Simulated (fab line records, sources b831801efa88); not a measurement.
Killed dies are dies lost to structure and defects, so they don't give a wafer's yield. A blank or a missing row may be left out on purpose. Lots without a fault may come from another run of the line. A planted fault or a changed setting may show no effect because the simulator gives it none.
Problem report in the 8D (eight disciplines) form, filled by code | flow gf180mcu | the parts of the form that need people (team, actions taken, sign-off) are left out

1. THE PROBLEM
dose_ions_cm2 at GF_VT_IMPLANT_IMPLANT_19 reads a mean of 4.17e+12 on 6 wafers of 2 lots; wafers without a fault read 4.35e+12 with a standard deviation of 5e+09. That is -35 standard deviations from the usual mean.
First seen on wafer L653.2, day 11 06:53, on implanter-01. The record holds 12 wafers of 4 lots with a number at this step. Rule for "out", or "out of limits": more than 4 standard deviations from the usual mean. The other wafers with a number count as sound.

2. WHAT IT IS AND WHAT IT IS NOT
question                    | is                     | is not
which readings at this step | dose_ions_cm2          | -
which lots                  | L653, L654             | L643, L656
which wafers of those lots  | all that have a number | -
read on which tools         | implanter-01           | implanter-02
when                        | from day 11 06:53      | up to then (3 sound wafers); but 3 sound wafers of L656 came after

3. SUSPECTS, AND WHAT RULES EACH OUT
Counting: a tool at a process step up to the reading stays a suspect if it ran every lot that is out and no sound lot after the first of them.
- implanter-01 at GF_VT_IMPLANT_IMPLANT_19: kept. It ran every lot that is out, first L653 (day 11 06:53), and no sound lot after that; its last sound lot up to then is L643 (day 8 12:54). Its own readings are out on those wafers: dose_ions_cm2.
Left after counting: implanter-01 at GF_VT_IMPLANT_IMPLANT_19.

4. THE CAUSE (what the simulator had put in)
Process parameter drift: implanter-01, from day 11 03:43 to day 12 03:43, at GF_VT_IMPLANT_IMPLANT_19. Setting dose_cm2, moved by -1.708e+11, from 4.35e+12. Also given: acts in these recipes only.
Counting left only this tool.

5. THE CHAIN OF EFFECTS, in route order
Each row: a reading whose mean over the struck wafers that have a number lies more than 3 standard deviations from the usual. Only readings for which the record gives a usual standard deviation are gone through. hours: the time from each lot's start at the first step in this table that gives one to its start at this step, as a median over the lots. sigmas: the change in usual standard deviations.
hours | step                     | reading       | usual    | on struck wafers | change    | sigmas
0     | GF_VT_IMPLANT_IMPLANT_19 | dose_ions_cm2 | 4.35e+12 | 4.17e+12         | -1.75e+11 | -35
The process steps in it:
- GF_VT_IMPLANT_IMPLANT_19

6. WHAT WOULD HAVE CAUGHT IT SOONER
In this record the first reading out of limits was taken at day 11 06:53, 3 hours after the fault began at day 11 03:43.
